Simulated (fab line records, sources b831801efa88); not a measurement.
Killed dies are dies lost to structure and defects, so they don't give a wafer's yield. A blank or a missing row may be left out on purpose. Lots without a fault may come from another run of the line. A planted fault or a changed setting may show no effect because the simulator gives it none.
Split-lot experiment | flow sky130 | 5 lots, 23 wafers read, on a route of 708 steps

THE SPLIT
At SKY_POLY_GATE_EXPOSE_10 (exposes mask P1M, target cd 150 nm), the setting dose_mj was moved away from the recipe's 28 on 9 of the 23 wafers read, by -6.9% to +5.2%. The other wafers ran this setting at the recipe's value.

FROM THE SPLIT TO THE READING: what the file shows between them, 2 steps
- SKY_POLY_GATE_PEB_11
- SKY_POLY_GATE_DEVELOP_12: develop time 60 s

THE READING
cd_nm, in nm, at SKY_POLY_GATE_CD_MEAS_13 (target cd 150 nm). Fault-free wafers of this fab line usually give 150.1 nm, standard deviation 1.2 nm.

wafer  | tool, chamber at the split | dose_mj as run | against the recipe | cd_nm, nm | against lot-mates on the recipe
L075.1 | krf_scanner-01, 0          | 28             | recipe             | 149.2     | -
L075.2 | krf_scanner-01, 0          | 28.63          | +2.2%              | 145.0     | -4.0
L075.4 | krf_scanner-01, 0          | 28             | recipe             | 148.0     | -
L075.5 | krf_scanner-01, 0          | 28.63          | +2.2%              | 146.1     | -2.9
L075.6 | krf_scanner-01, 0          | 28             | recipe             | 149.8     | -
L076.2 | krf_scanner-02, 0          | 28             | recipe             | 151.6     | -
L076.5 | krf_scanner-02, 0          | 28             | recipe             | 150.0     | -
L076.6 | krf_scanner-02, 0          | 28             | recipe             | 152.6     | -
L081.1 | krf_scanner-02, 0          | 28             | recipe             | 149.0     | -
L081.2 | krf_scanner-02, 0          | 28             | recipe             | 148.6     | -
L081.3 | krf_scanner-02, 0          | 29.46          | +5.2%              | 139.2     | -9.4
L081.4 | krf_scanner-02, 0          | 28             | recipe             | 148.2     | -
L081.5 | krf_scanner-02, 0          | 29.46          | +5.2%              | 140.3     | -8.3
L083.1 | krf_scanner-02, 0          | 28             | recipe             | 151.7     | -
L083.2 | krf_scanner-02, 0          | 26.06          | -6.9%              | 163.2     | +11.6
L083.3 | krf_scanner-02, 0          | 28             | recipe             | 151.5     | -
L083.4 | krf_scanner-02, 0          | 26.06          | -6.9%              | 161.9     | +10.3
L083.6 | krf_scanner-02, 0          | 26.06          | -6.9%              | 163.6     | +12.0
L085.1 | krf_scanner-01, 0          | 26.32          | -6.0%              | 160.9     | +11.1
L085.3 | krf_scanner-01, 0          | 26.32          | -6.0%              | 159.7     | +9.9
L085.4 | krf_scanner-01, 0          | 28             | recipe             | 149.9     | -
L085.5 | krf_scanner-01, 0          | 28             | recipe             | 149.7     | -
L085.6 | krf_scanner-01, 0          | 28             | recipe             | 149.8     | -

THE FIT
A straight line over all 23 wafers: cd_nm changes by -1.86 nm for each +1% of dose_mj; r = -0.98; the points scatter about the line by 1.2 nm.
The same after taking each lot's own level away (the mean of its wafers on the recipe; 23 wafers): -1.67 nm for each +1%; r = -0.99; scatter 0.69 nm.
On that fit, the largest move of dose_mj shifts the reading by 12 nm.
The lots' own levels span 148.60 to 151.60 nm, that is 2.5 times the standard deviation above.
So the lot-to-lot level changes the slope: the two fits differ.
Check: with one of the wafers moved furthest among these (-6.9%) left out of the fit, the line predicts +11.6 nm for it against its lot-mates. It came out at +11.6 nm against them.

OTHER SPLITS ON THESE WAFERS
These wafers also went through other splits before the reading. Each is held against what the fit with the lots' levels taken away leaves over:
other split on the same wafers      | wafers away from the commonest value | r with cd_nm (lot level and that fit taken away)
SKY_SONOS_ONO_CVD_04 time_s         | 18                                   | +0.03
SKY_SONOS_ONO_COAT_08 resist_thk_nm | 7                                    | -0.09
SKY_SONOS_ONO_ETCH_15 time_s        | 8                                    | +0.10
SKY_GATE_OXIDE_IMPLANT_11 dose_cm2  | 10                                   | -0.16
SKY_RES_PROTECT_SOFTBAKE_03 temp_c  | 11                                   | +0.28
SKY_POLY_GATE_COAT_07 spin_rpm      | 11                                   | +0.06

THE WHOLE CHAIN: every reading that the file lists as answering this split, in the file's order
step                     | what it does                                                           | reading                                                          | change (the file's fit)              | r (the file's)
SKY_POLY_GATE_CD_MEAS_13 | target cd 150 nm                                                       | cd_nm                                                            | -1.68 nm for each +1% of the setting | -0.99
SKY_POLY_GATE_ETCH_15    | etches BARC in N2/H2, stops on SiO2, time 118.5 s, target depth 110 nm | POLY_GATE.cd_nm (the simulator's own value, which no gauge read) | -1.35 nm for each +1% of the setting | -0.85

THE FILE'S OWN FIT
cd_nm changes by -1.68 nm for each +1% of dose_mj, r = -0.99.
